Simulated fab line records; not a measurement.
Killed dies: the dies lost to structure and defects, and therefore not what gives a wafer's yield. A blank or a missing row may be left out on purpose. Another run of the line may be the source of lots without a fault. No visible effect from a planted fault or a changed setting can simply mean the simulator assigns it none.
Which tool did it? -- flow sky130 -- 12 lots with 36 wafers sampled at 4 steps, on a route of 708 steps

WHAT THE GAUGES SHOWED, per wafer
SKY_FIELD_ISO_CD_MEAS_13 targets a cd of 150 nm.
lot,measured,on,cd nm (nm)
L299,day 2 06:05,cd sem-01,149.4 149.5 149.2
L300,day 2 08:59,cd sem-01,150.0 148.8 148.6
L301,day 2 16:57,cd sem-02,149.0 149.0 150.1
L303,day 3 01:59,cd sem-01,149.2 150.4 150.0
L304,day 3 06:36,cd sem-02,151.0 151.6 148.6
L307,day 3 22:50,cd sem-01,151.4 151.4 151.3
L310,day 4 16:14,cd sem-02,148.4 148.0 149.5
L311,day 4 19:59,cd sem-02,150.8 151.1 150.2
L315,day 5 15:52,cd sem-01,151.0 149.7 151.6
L316,day 5 21:11,cd sem-01,151.0 152.8 151.3
L320,day 6 17:44,cd sem-01,148.5 148.4 147.4
L322,day 7 06:14,cd sem-02,148.6 148.7 148.0

SKY_FIELD_ISO_THK_MEAS_23.
lot,measured,on,FIELD_ISO_OXIDATION_01_THK (nm)
L299,day 2 08:55,film metro-03,9.98 10.02 10.06
L300,day 2 10:47,film metro-03,10.34 10.12 10.11
L301,day 2 19:03,film metro-04,10.17 10.02 10.13
L303,day 3 04:27,film metro-02,10.49 10.34 10.38
L304,day 3 13:23,film metro-02,10.19 10.28 10.23
L307,day 4 01:55,film metro-04,10.40 10.32 10.20
L310,day 4 18:05,film metro-04,9.81 9.74 9.88
L311,day 4 22:13,film metro-03,10.04 9.86 10.00
L315,day 5 20:20,film metro-04,10.07 9.77 9.81
L316,day 6 00:26,film metro-02,9.56 9.62 9.62
L320,day 6 19:45,film metro-03,10.16 10.41 10.27
L322,day 7 08:02,film metro-04,10.10 10.00 10.09

SKY_FIELD_ISO_THK_MEAS_25.
lot,measured,on,FIELD_ISO_CVD_24_THK (nm)
L299,day 2 09:02,film metro-02,592 590 591
L300,day 2 10:56,film metro-04,605 612 600
L301,day 2 19:11,film metro-02,591 599 600
L303,day 3 04:35,film metro-02,595 590 592
L304,day 3 13:31,film metro-04,597 592 603
L307,day 4 02:03,film metro-03,601 593 599
L310,day 4 18:13,film metro-03,593 586 593
L311,day 4 22:22,film metro-04,608 600 607
L315,day 5 20:28,film metro-04,783 782 774
L316,day 6 00:35,film metro-04,782 775 774
L320,day 6 19:53,film metro-03,603 608 606
L322,day 7 08:10,film metro-04,596 602 606

WHAT TOOL EACH LOT RAN ON (gives the tool, then ch and the chambers of the sampled wafers, and finally the start)
lot,SKY_FIELD_ISO_CVD_24
L299,"hdpcvd-02 ch 1,2, day 2 08:58"
L300,"hdpcvd-01 ch 1,2, day 2 10:50"
L301,"hdpcvd-01 ch 0,1,2, day 2 19:07"
L303,"hdpcvd-01 ch 0,1,2, day 3 04:30"
L304,"hdpcvd-01 ch 0,1,2, day 3 13:27"
L307,"hdpcvd-02 ch 0,1, day 4 01:58"
L310,"hdpcvd-01 ch 0,2, day 4 18:07"
L311,"hdpcvd-02 ch 0,1, day 4 22:16"
L315,"hdpcvd-01 ch 0,2, day 5 20:23"
L316,"hdpcvd-01 ch 0,1,2, day 6 00:31"
L320,"hdpcvd-02 ch 0,1,2, day 6 19:49"
L322,"hdpcvd-02 ch 1,2, day 7 08:05"
- SKY_FIELD_ISO_CVD_24: deposits SiO2, target thk 595 nm, time 99.2 s.

AS READ BY THE TOOLS THEMSELVES (means over the sampled wafers that have a number; for cases with no such wafer, the mark the record gives instead)
SKY_FIELD_ISO_CVD_24.
lot,tool,sih4 flow sccm (sccm)
L299,hdpcvd-02,60.14
L300,hdpcvd-01,60.22
L301,hdpcvd-01,59.99
L303,hdpcvd-01,60.07
L304,hdpcvd-01,59.96
L307,hdpcvd-02,59.96
L310,hdpcvd-01,60.03
L311,hdpcvd-02,59.88
L315,hdpcvd-01,59.97
L316,hdpcvd-01,59.87
L320,hdpcvd-02,60.00
L322,hdpcvd-02,59.98

THE ANSWER, worked out from the rows above alone
Rule: the usual values come from the lots themselves. The widest of any qualifying gaps counts: lots, ordered by their means at a reading, are off when they make up no more than a third of the lots, leave a main group of 4 or more, and stand apart from it by 3 or more times the standard deviation of that group's means. A main group is skipped when, at the precision printed for the reading in the tables above, its means are all equal. Also off: a lot with no number at a reading for which 4 or more lots have one. The other lots that the step has rows for count as sound. Order of review: gauges by route order, followed by the tools' own readings, for which a lot's mean as printed above is used. The first step at which some lot is off is used, and at that step the reading that is off furthest; a lot without a number counts as furthest.
Off: L315, L316, at SKY_FIELD_ISO_THK_MEAS_25 (FIELD_ISO_CVD_24_THK). Mean 598 nm and standard deviation 5.6 in the main group.
A tool fits if, at a process step before that reading, it ran every lot that is off, and no sound lot after the first of them. Gauges at SKY_FIELD_ISO_THK_MEAS_25: tried the same way as those tools. One fits: SKY_FIELD_ISO_CVD_24 on hdpcvd-01. A fault onset in the window from L310 (day 4 18:07, its last sound lot) to L315 (day 5 20:23, its first lot off) fits.

WHAT HAD BEEN PUT IN BY THE SIMULATOR
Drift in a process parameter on hdpcvd-01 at SKY_FIELD_ISO_CVD_24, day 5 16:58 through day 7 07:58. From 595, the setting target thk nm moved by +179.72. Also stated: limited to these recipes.
Lots struck among those shown: L315, L316. The same result came from the rule above.
